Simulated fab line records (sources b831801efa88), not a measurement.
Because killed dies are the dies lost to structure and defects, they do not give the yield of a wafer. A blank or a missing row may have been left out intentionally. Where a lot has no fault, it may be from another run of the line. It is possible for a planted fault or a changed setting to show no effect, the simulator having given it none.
fab line records	flow sky130
[record] lots = 24	wafers = 72	last_day = 50
route steps=708 shown LDD_LDN@302 METAL1@434 METAL2@487 VIA4@642 METAL5@664
lots with no fault: from the same line, run without faults
start_h: hours from the record's first day to the start of the lot's first wafer shown	wait_h: hours since the lot's step before	" same as the row above	L1.1+2: one row covering several wafers at once	- no value present, or no start provided	* or withheld: withheld	< > ~ a bound
route shown NAME@n: names a module that has steps shown in the file, with the first one's number in the route	usual: average and standard deviation across the fault-free wafers	same: alike in all rows	chamber/n: place in a boat	sites: per-site readings	_std_site: the standard deviation of these	_edge_site: inner sites' mean taken away from outer sites' mean	radius_mm: for every site, how far away it sits from the centre of the wafer	mask NAME#n: copy n	behind: the most recent tool/chamber to have shaped the wafer	hold: why the lot went on hold/how many hours it stayed there/how the hold came to an end	device: the transistor (n, p or np) that didn't switch	end of line: the tests these same wafers got at the end of their route	a step with no rows: only its recipe	killed: the dies lost at the first sort to structure and to defects; this is not the yield of the wafer	map: shows each die of a wafer: x if killed, . if not, _ if none is there
set.NAME: the setting that was run; set.NAME@STEP: the one run at that earlier step	model.NAME: the simulator's own value behind a step, which no gauge read
the route's steps for a sample of lots (tables are steps, rows are wafers)
services: the hour from which a tool's chamber was out of use, counted from the record's first day as start_h (under 0 if before that day), plus the number of hours and why
[[steps]]
[step SKY_LDD_LDN_TW_MEAS_13]
[usual] LDD_LDN_TW = 1488/10
lot.wafer	tool	chamber	start_h	wait_h	LDD_LDN_TW
L074.2	film_metro-01	-	524.41	0.1	1474
L074.5	"	-	"	"	1469
L074.6	"	-	"	"	1476
L075.2	film_metro-02	-	534.21	0.1	1499
L075.3	"	-	"	"	1491
L075.6	"	-	"	"	1484
L076.1	film_metro-02	-	570.90	0.1	1499
L076.3	"	-	"	"	1505
L076.6	"	-	"	"	1506
L077.2	film_metro-02	-	573.81	0.1	1501
L077.4	"	-	"	"	1499
L077.5	"	-	"	"	1511
L078.1	film_metro-01	-	574.48	0.1	1469
L078.2	"	-	"	"	1478
L078.4	"	-	"	"	1478
L079.1	film_metro-04	-	574.50	0.1	1502
L079.2	"	-	"	"	1501
L079.4	"	-	"	"	1496
L080.1	film_metro-02	-	574.78	0.1	1500
L080.2	"	-	"	"	1502
L080.5	"	-	"	"	1500
L081.1	film_metro-01	-	583.88	0.1	1479
L081.3	"	-	"	"	1488
L081.4	"	-	"	"	1489
L082.1	film_metro-04	-	594.15	0.1	1493
L082.5	"	-	"	"	1500
L082.6	"	-	"	"	1496
L083.2	film_metro-02	-	602.26	0.1	1489
L083.5	"	-	"	"	1497
L083.6	"	-	"	"	1496
L085.4	film_metro-04	-	616.53	0.1	1485
L085.5	"	-	"	"	1479
L085.6	"	-	"	"	1487
L084.1	film_metro-04	-	616.93	0.1	1473
L084.4	"	-	"	"	1474
L084.5	"	-	"	"	1484
L086.1	film_metro-01	-	629.05	0.1	1485
L086.3	"	-	"	"	1484
L086.4	"	-	"	"	1481
L089.2	film_metro-04	-	664.71	0.1	1483
L089.3	"	-	"	"	1484
L089.4	"	-	"	"	1488
L087.1	film_metro-04	-	665.35	0.1	1485
L087.3	"	-	"	"	1487
L087.4	"	-	"	"	1486
L088.3	film_metro-01	-	666.27	0.1	1488
L088.4	"	-	"	"	1484
L088.5	"	-	"	"	1487
L090.2	film_metro-04	-	667.46	0.1	1487
L090.3	"	-	"	"	1487
L090.4	"	-	"	"	1486
L092.3	film_metro-04	-	671.52	0.1	1491
L092.4	"	-	"	"	1483
L092.6	"	-	"	"	1487
L091.4	film_metro-04	-	672.01	0.1	1472
L091.5	"	-	"	"	1475
L091.6	"	-	"	"	1472
L093.3	film_metro-02	-	678.87	0.1	1499
L093.4	"	-	"	"	1487
L093.5	"	-	"	"	1494
L094.2	film_metro-02	-	686.56	0.1	1497
L094.3	"	-	"	"	1497
L094.6	"	-	"	"	1492
L095.2	film_metro-04	-	698.81	0.1	1482
L095.3	"	-	"	"	1482
L095.6	"	-	"	"	1484
L096.4	film_metro-04	-	704.01	0.1	1481
L096.5	"	-	"	"	1497
L096.6	"	-	"	"	1493
L097.1	film_metro-04	-	709.13	0.1	1494
L097.3	"	-	"	"	1482
L097.4	"	-	"	"	1487
[step SKY_METAL1_SPUTTER_00]
[recipe] material = Ti	target_thk_nm = 15	power_w = 3000	time_s = 10	chamber_pressure_pa = 0.4
[usual] throttle_valve_pct = 30.3/1
lot.wafer	tool	chamber	start_h	wait_h	throttle_valve_pct
L074.2	pvd_sputter-03	-	734.50	0.1	30.4
L074.5	"	-	"	"	30.6
L074.6	"	-	"	"	29.8
L075.2	pvd_sputter-01	-	743.05	0.1	28.7
L075.3	"	-	"	"	31.3
L075.6	"	-	"	"	29.1
L076.1	pvd_sputter-01	-	774.90	0.1	28.7
L076.3	"	-	"	"	29.0
L076.6	"	-	"	"	31.1
L077.2	pvd_sputter-01	-	779.06	0.1	29.8
L077.4	"	-	"	"	28.9
L077.5	"	-	"	"	31.4
L079.1	pvd_sputter-02	-	779.74	0.1	31.4
L079.2	"	-	"	"	29.7
L079.4	"	-	"	"	30.5
L080.1	pvd_sputter-01	-	780.96	0.2	29.3
L080.2	"	-	"	"	31.3
L080.5	"	-	"	"	31.4
L078.1	pvd_sputter-02	-	781.76	0.2	29.7
L078.2	"	-	"	"	31.4
L078.4	"	-	"	"	31.7
L081.1	pvd_sputter-02	-	785.38	0.2	30.9
L081.3	"	-	"	"	31.4
L081.4	"	-	"	"	32.0
L082.1	pvd_sputter-01	-	796.92	0.2	28.8
L082.5	"	-	"	"	28.9
L082.6	"	-	"	"	29.8
L083.2	pvd_sputter-01	-	807.24	0.1	28.9
L083.5	"	-	"	"	31.3
L083.6	"	-	"	"	28.8
L085.4	pvd_sputter-01	-	819.14	0.2	31.2
L085.5	"	-	"	"	28.7
L085.6	"	-	"	"	30.0
L084.1	pvd_sputter-02	-	820.02	0.2	31.8
L084.4	"	-	"	"	29.7
L084.5	"	-	"	"	30.9
L086.1	pvd_sputter-02	-	831.80	0.2	31.7
L086.3	"	-	"	"	30.8
L086.4	"	-	"	"	29.8
L089.2	pvd_sputter-03	-	862.83	0.1	29.8
L089.3	"	-	"	"	30.7
L089.4	"	-	"	"	30.4
L087.1	pvd_sputter-01	-	863.75	0.2	28.5
L087.3	"	-	"	"	29.4
L087.4	"	-	"	"	31.5
L088.3	pvd_sputter-03	-	864.05	0.2	30.7
L088.4	"	-	"	"	30.4
L088.5	"	-	"	"	30.5
L090.2	pvd_sputter-02	-	866.87	0.1	29.4
L090.3	"	-	"	"	31.8
L090.4	"	-	"	"	30.7
L091.4	pvd_sputter-01	-	869.94	0.2	31.6
L091.5	"	-	"	"	28.9
L091.6	"	-	"	"	31.3
L092.3	pvd_sputter-02	-	873.78	0.2	30.4
L092.4	"	-	"	"	31.1
L092.6	"	-	"	"	30.8
L093.3	pvd_sputter-03	-	876.53	0.2	30.6
L093.4	"	-	"	"	29.9
L093.5	"	-	"	"	29.9
L094.2	pvd_sputter-01	-	886.66	0.1	31.4
L094.3	"	-	"	"	28.8
L094.6	"	-	"	"	29.3
L095.2	pvd_sputter-03	-	895.29	0.1	30.5
L095.3	"	-	"	"	29.8
L095.6	"	-	"	"	30.4
L096.4	pvd_sputter-03	-	898.93	0.2	30.4
L096.5	"	-	"	"	30.5
L096.6	"	-	"	"	32.2
L097.1	pvd_sputter-01	-	905.15	0.1	31.4
L097.3	"	-	"	"	28.4
L097.4	"	-	"	"	30.0
[step SKY_METAL2_SPUTTER_04]
[recipe] material = TiN	target_thk_nm = 70	power_w = 6500	time_s = 58.3	chamber_pressure_pa = 0.4
[usual] throttle_valve_pct = 30.2/0.95
lot.wafer	tool	chamber	start_h	wait_h	throttle_valve_pct
L074.2	pvd_sputter-04	-	792.15	0.0	29.7
L074.5	"	-	"	"	29.2
L074.6	"	-	"	"	29.3
L075.2	pvd_sputter-02	-	799.45	0.0	30.6
L075.3	"	-	"	"	31.4
L075.6	"	-	"	"	31.3
L076.1	pvd_sputter-04	-	832.09	0.0	28.9
L076.3	"	-	"	"	29.5
L076.6	"	-	"	"	29.1
L077.2	pvd_sputter-01	-	834.86	0.0	31.1
L077.4	"	-	"	"	28.7
L077.5	"	-	"	"	29.7
L079.1	pvd_sputter-02	-	837.05	0.0	30.8
L079.2	"	-	"	"	31.1
L079.4	"	-	"	"	31.8
L078.1	pvd_sputter-01	-	837.44	0.0	28.8
L078.2	"	-	"	"	29.7
L078.4	"	-	"	"	31.0
L080.1	pvd_sputter-02	-	838.74	0.0	29.5
L080.2	"	-	"	"	31.3
L080.5	"	-	"	"	31.6
L081.1	pvd_sputter-01	-	843.35	0.0	28.7
L081.3	"	-	"	"	31.0
L081.4	"	-	"	"	29.2
L082.1	pvd_sputter-01	-	858.16	0.0	29.9
L082.5	"	-	"	"	29.0
L082.6	"	-	"	"	31.2
L083.2	pvd_sputter-02	-	862.62	0.0	31.1
L083.5	"	-	"	"	31.0
L083.6	"	-	"	"	31.0
L085.4	pvd_sputter-04	-	874.21	0.0	30.2
L085.5	"	-	"	"	30.2
L085.6	"	-	"	"	29.6
L084.1	pvd_sputter-02	-	875.47	0.0	30.5
L084.4	"	-	"	"	31.7
L084.5	"	-	"	"	29.8
L086.1	pvd_sputter-01	-	887.96	0.0	31.1
L086.3	"	-	"	"	29.9
L086.4	"	-	"	"	28.7
L089.2	pvd_sputter-02	-	919.07	0.0	29.7
L089.3	"	-	"	"	31.6
L089.4	"	-	"	"	29.8
L087.1	pvd_sputter-04	-	919.67	0.0	29.0
L087.3	"	-	"	"	30.3
L087.4	"	-	"	"	29.4
L088.3	pvd_sputter-02	-	919.97	0.0	29.4
L088.4	"	-	"	"	31.8
L088.5	"	-	"	"	31.0
L090.2	pvd_sputter-02	-	921.28	0.0	29.9
L090.3	"	-	"	"	30.9
L090.4	"	-	"	"	29.3
L091.4	pvd_sputter-02	-	923.30	0.0	31.1
L091.5	"	-	"	"	29.5
L091.6	"	-	"	"	31.7
L092.3	pvd_sputter-02	-	926.34	0.0	31.2
L092.4	"	-	"	"	31.3
L092.6	"	-	"	"	30.6
L093.3	pvd_sputter-04	-	927.92	0.0	29.2
L093.4	"	-	"	"	29.8
L093.5	"	-	"	"	29.3
L094.2	pvd_sputter-01	-	943.24	0.0	28.7
L094.3	"	-	"	"	29.3
L094.6	"	-	"	"	31.2
L095.2	pvd_sputter-04	-	948.00	0.0	29.1
L095.3	"	-	"	"	29.6
L095.6	"	-	"	"	30.4
L096.4	pvd_sputter-01	-	951.76	0.0	29.1
L096.5	"	-	"	"	29.3
L096.6	"	-	"	"	30.0
L097.1	pvd_sputter-04	-	954.95	0.0	29.9
L097.3	"	-	"	"	29.7
L097.4	"	-	"	"	29.5
[step SKY_VIA4_BOW_MEAS_03]
[recipe] mode = bow
[usual] VIA4_BOW = 79/8.3
lot.wafer	tool	chamber	start_h	wait_h	VIA4_BOW[um]
L074.2	film_metro-01	-	978.87	0.1	83
L074.5	"	-	"	"	91
L074.6	"	-	"	"	80
L075.2	film_metro-04	-	988.00	0.2	72
L075.3	"	-	"	"	72
L075.6	"	-	"	"	79
L076.1	film_metro-02	-	1012.93	0.2	80
L076.3	"	-	"	"	75
L076.6	"	-	"	"	67
L077.2	film_metro-01	-	1013.96	0.3	95
L077.4	"	-	"	"	84
L077.5	"	-	"	"	89
L079.1	film_metro-01	-	1018.83	0.1	84
L079.2	"	-	"	"	86
L079.4	"	-	"	"	85
L078.1	film_metro-04	-	1019.97	0.2	72
L078.2	"	-	"	"	79
L078.4	"	-	"	"	72
L080.1	film_metro-04	-	1020.29	0.2	89
L080.2	"	-	"	"	75
L080.5	"	-	"	"	77
L081.1	film_metro-04	-	1022.67	0.1	80
L081.3	"	-	"	"	83
L081.4	"	-	"	"	78
L082.1	film_metro-02	-	1038.46	0.1	83
L082.5	"	-	"	"	90
L082.6	"	-	"	"	85
L083.2	film_metro-02	-	1041.93	0.1	84
L083.5	"	-	"	"	86
L083.6	"	-	"	"	68
L085.4	film_metro-01	-	1049.50	0.3	74
L085.5	"	-	"	"	68
L085.6	"	-	"	"	71
L084.1	film_metro-01	-	1050.83	0.2	70
L084.4	"	-	"	"	82
L084.5	"	-	"	"	96
L086.1	film_metro-04	-	1062.56	0.2	76
L086.3	"	-	"	"	75
L086.4	"	-	"	"	72
L089.2	film_metro-02	-	1089.26	0.1	82
L089.3	"	-	"	"	80
L089.4	"	-	"	"	82
L087.1	film_metro-04	-	1091.64	0.1	84
L087.3	"	-	"	"	79
L087.4	"	-	"	"	81
L088.3	film_metro-02	-	1092.28	0.1	85
L088.4	"	-	"	"	74
L088.5	"	-	"	"	85
L090.2	film_metro-01	-	1092.55	0.1	84
L090.3	"	-	"	"	87
L090.4	"	-	"	"	94
L091.4	film_metro-02	-	1092.65	0.4	76
L091.5	"	-	"	"	87
L091.6	"	-	"	"	76
L092.3	film_metro-04	-	1094.81	0.2	61
L092.4	"	-	"	"	72
L092.6	"	-	"	"	69
L093.3	film_metro-02	-	1095.16	0.2	81
L093.4	"	-	"	"	88
L093.5	"	-	"	"	78
L094.2	film_metro-04	-	1107.07	0.3	74
L094.3	"	-	"	"	93
L094.6	"	-	"	"	90
L095.2	film_metro-04	-	1112.17	0.3	78
L095.3	"	-	"	"	81
L095.6	"	-	"	"	80
L096.4	film_metro-02	-	1116.80	0.3	85
L096.5	"	-	"	"	91
L096.6	"	-	"	"	85
L097.1	film_metro-02	-	1118.24	0.1	86
L097.3	"	-	"	"	65
L097.4	"	-	"	"	84
[step SKY_VIA4_RS_MEAS_19]
[recipe] thk_meas_gauge = four-point-probe	reads = W_of_VIA4_CVD_18+TiN_of_VIA4_SPUTTER_17
[usual] VIA4_W_RS = 0.2271/0.0022
lot.wafer	tool	chamber	start_h	wait_h	VIA4_W_RS[ohm/sq]
L074.2	film_metro-01	-	1002.43	0.1	0.2269
L074.5	"	-	"	"	0.2253
L074.6	"	-	"	"	0.2302
L075.2	film_metro-01	-	1011.91	0.1	0.2305
L075.3	"	-	"	"	0.2279
L075.6	"	-	"	"	0.2268
L076.1	film_metro-01	-	1036.26	0.1	0.2279
L076.3	"	-	"	"	0.2276
L076.6	"	-	"	"	0.2260
L077.2	film_metro-02	-	1037.10	0.1	0.2294
L077.4	"	-	"	"	0.2279
L077.5	"	-	"	"	0.2262
L079.1	film_metro-04	-	1041.58	0.1	0.2238
L079.2	"	-	"	"	0.2274
L079.4	"	-	"	"	0.2274
L078.1	film_metro-02	-	1042.31	0.1	0.2243
L078.2	"	-	"	"	0.2248
L078.4	"	-	"	"	0.2275
L080.1	film_metro-04	-	1044.68	0.1	0.2297
L080.2	"	-	"	"	0.2302
L080.5	"	-	"	"	0.2286
L081.1	film_metro-01	-	1046.41	0.1	0.2226
L081.3	"	-	"	"	0.2227
L081.4	"	-	"	"	0.2234
L082.1	film_metro-01	-	1060.56	0.1	0.2257
L082.5	"	-	"	"	0.2265
L082.6	"	-	"	"	0.2254
L083.2	film_metro-04	-	1063.94	0.1	0.2324
L083.5	"	-	"	"	0.2292
L083.6	"	-	"	"	0.2314
L085.4	film_metro-01	-	1070.86	0.1	0.2299
L085.5	"	-	"	"	0.2313
L085.6	"	-	"	"	0.2295
L084.1	film_metro-02	-	1072.26	0.1	0.2276
L084.4	"	-	"	"	0.2217
L084.5	"	-	"	"	0.2256
L086.1	film_metro-04	-	1083.92	0.1	0.2237
L086.3	"	-	"	"	0.2267
L086.4	"	-	"	"	0.2263
L089.2	film_metro-04	-	1110.63	0.1	0.2319
L089.3	"	-	"	"	0.2303
L089.4	"	-	"	"	0.2272
L087.1	film_metro-01	-	1112.76	0.1	0.2235
L087.3	"	-	"	"	0.2286
L087.4	"	-	"	"	0.2259
L088.3	film_metro-02	-	1113.58	0.1	0.2260
L088.4	"	-	"	"	0.2326
L088.5	"	-	"	"	0.2305
L090.2	film_metro-02	-	1114.13	0.1	0.2255
L090.3	"	-	"	"	0.2255
L090.4	"	-	"	"	0.2259
L091.4	film_metro-01	-	1114.66	0.1	0.2252
L091.5	"	-	"	"	0.2248
L091.6	"	-	"	"	0.2272
L093.3	film_metro-04	-	1116.16	0.1	0.2273
L093.4	"	-	"	"	0.2301
L093.5	"	-	"	"	0.2280
L092.3	film_metro-01	-	1116.25	0.1	0.2261
L092.4	"	-	"	"	0.2288
L092.6	"	-	"	"	0.2320
L094.2	film_metro-02	-	1125.79	0.1	0.2270
L094.3	"	-	"	"	0.2268
L094.6	"	-	"	"	0.2269
L095.2	film_metro-01	-	1131.48	0.1	0.2218
L095.3	"	-	"	"	0.2241
L095.6	"	-	"	"	0.2250
L096.4	film_metro-01	-	1136.62	0.1	0.2265
L096.5	"	-	"	"	0.2286
L096.6	"	-	"	"	0.2249
L097.1	film_metro-02	-	1138.27	0.1	0.2263
L097.3	"	-	"	"	0.2285
L097.4	"	-	"	"	0.2246
[step SKY_METAL5_SPUTTER_03]
[recipe] material = Ti	target_thk_nm = 5	power_w = 3000	time_s = 3.3	chamber_pressure_pa = 0.4
[usual] throttle_valve_pct = 30.0/0.93
lot.wafer	tool	chamber	start_h	wait_h	throttle_valve_pct
L074.2	pvd_sputter-04	-	1002.98	0.0	29.8
L074.5	"	-	"	"	30.2
L074.6	"	-	"	"	29.4
L075.2	pvd_sputter-02	-	1012.47	0.0	30.5
L075.3	"	-	"	"	31.8
L075.6	"	-	"	"	29.7
L076.1	pvd_sputter-04	-	1036.84	0.0	30.4
L076.3	"	-	"	"	29.3
L076.6	"	-	"	"	30.5
L077.2	pvd_sputter-02	-	1037.95	0.0	29.8
L077.4	"	-	"	"	30.8
L077.5	"	-	"	"	30.7
L079.1	pvd_sputter-04	-	1042.21	0.0	30.1
L079.2	"	-	"	"	29.6
L079.4	"	-	"	"	29.9
L078.1	pvd_sputter-02	-	1042.89	0.0	30.7
L078.2	"	-	"	"	31.7
L078.4	"	-	"	"	31.2
L080.1	pvd_sputter-01	-	1045.31	0.0	30.0
L080.2	"	-	"	"	29.5
L080.5	"	-	"	"	31.4
L081.1	pvd_sputter-01	-	1046.99	0.0	31.4
L081.3	"	-	"	"	30.1
L081.4	"	-	"	"	29.0
L082.1	pvd_sputter-04	-	1061.14	0.0	29.4
L082.5	"	-	"	"	29.8
L082.6	"	-	"	"	29.3
L083.2	pvd_sputter-04	-	1064.49	0.0	29.3
L083.5	"	-	"	"	29.6
L083.6	"	-	"	"	29.8
L085.4	pvd_sputter-01	-	1071.49	0.0	29.3
L085.5	"	-	"	"	31.6
L085.6	"	-	"	"	29.9
L084.1	pvd_sputter-02	-	1072.84	0.0	30.7
L084.4	"	-	"	"	30.8
L084.5	"	-	"	"	29.6
L086.1	pvd_sputter-02	-	1084.87	0.0	30.5
L086.3	"	-	"	"	31.9
L086.4	"	-	"	"	31.1
L089.2	pvd_sputter-01	-	1111.95	0.0	29.9
L089.3	"	-	"	"	28.7
L089.4	"	-	"	"	31.3
L087.1	pvd_sputter-01	-	1113.45	0.0	31.2
L087.3	"	-	"	"	28.7
L087.4	"	-	"	"	30.0
L088.3	pvd_sputter-01	-	1114.35	0.0	31.2
L088.4	"	-	"	"	29.1
L088.5	"	-	"	"	28.6
L090.2	pvd_sputter-01	-	1114.95	0.0	30.0
L090.3	"	-	"	"	28.8
L090.4	"	-	"	"	29.1
L091.4	pvd_sputter-04	-	1115.85	0.0	29.6
L091.5	"	-	"	"	29.2
L091.6	"	-	"	"	29.2
L093.3	pvd_sputter-01	-	1117.14	0.0	29.2
L093.4	"	-	"	"	28.3
L093.5	"	-	"	"	28.8
L092.3	pvd_sputter-01	-	1117.35	0.0	31.5
L092.4	"	-	"	"	29.9
L092.6	"	-	"	"	29.0
L094.2	pvd_sputter-02	-	1126.35	0.0	31.6
L094.3	"	-	"	"	29.6
L094.6	"	-	"	"	31.0
L095.2	pvd_sputter-02	-	1132.03	0.0	29.7
L095.3	"	-	"	"	32.0
L095.6	"	-	"	"	29.4
L096.4	pvd_sputter-04	-	1137.42	0.0	30.0
L096.5	"	-	"	"	30.3
L096.6	"	-	"	"	29.7
L097.1	pvd_sputter-01	-	1138.85	0.0	28.7
L097.3	"	-	"	"	30.0
L097.4	"	-	"	"	29.1
[[services]]
tool	chamber	start_h	hours	kind
pvd_sputter-01	-	718.13	2.9	repair
pvd_sputter-02	-	720.74	1.2	repair
pvd_sputter-02	2	743.55	-	consumable_replace:kit
pvd_sputter-02	-	781.98	1.3	repair
pvd_sputter-01	1	817.39	-	consumable_replace:kit
pvd_sputter-01	1	817.39	18.0	scheduled_down
pvd_sputter-01	1	817.39	18.0	vent_cycle
pvd_sputter-04	-	905.74	6.3	repair
pvd_sputter-02	-	905.93	6.7	repair
pvd_sputter-02	-	907.84	5.2	repair
pvd_sputter-02	-	914.69	4.2	repair
pvd_sputter-01	0	929.62	-	consumable_replace:kit
pvd_sputter-01	0	929.62	18.0	scheduled_down
pvd_sputter-01	0	929.62	18.0	vent_cycle
pvd_sputter-01	-	946.54	2.2	repair
pvd_sputter-02	-	980.54	13.6	repair
pvd_sputter-04	-	1044.59	3.3	repair
pvd_sputter-02	-	1053.78	0.6	repair
pvd_sputter-01	3	1059.08	-	consumable_replace:kit
pvd_sputter-01	3	1059.08	18.0	scheduled_down
pvd_sputter-01	3	1059.08	18.0	vent_cycle
pvd_sputter-04	-	1079.99	20.8	repair
pvd_sputter-02	-	1116.55	8.4	repair
pvd_sputter-02	-	1137.56	0.7	repair
[[key]]
fault none
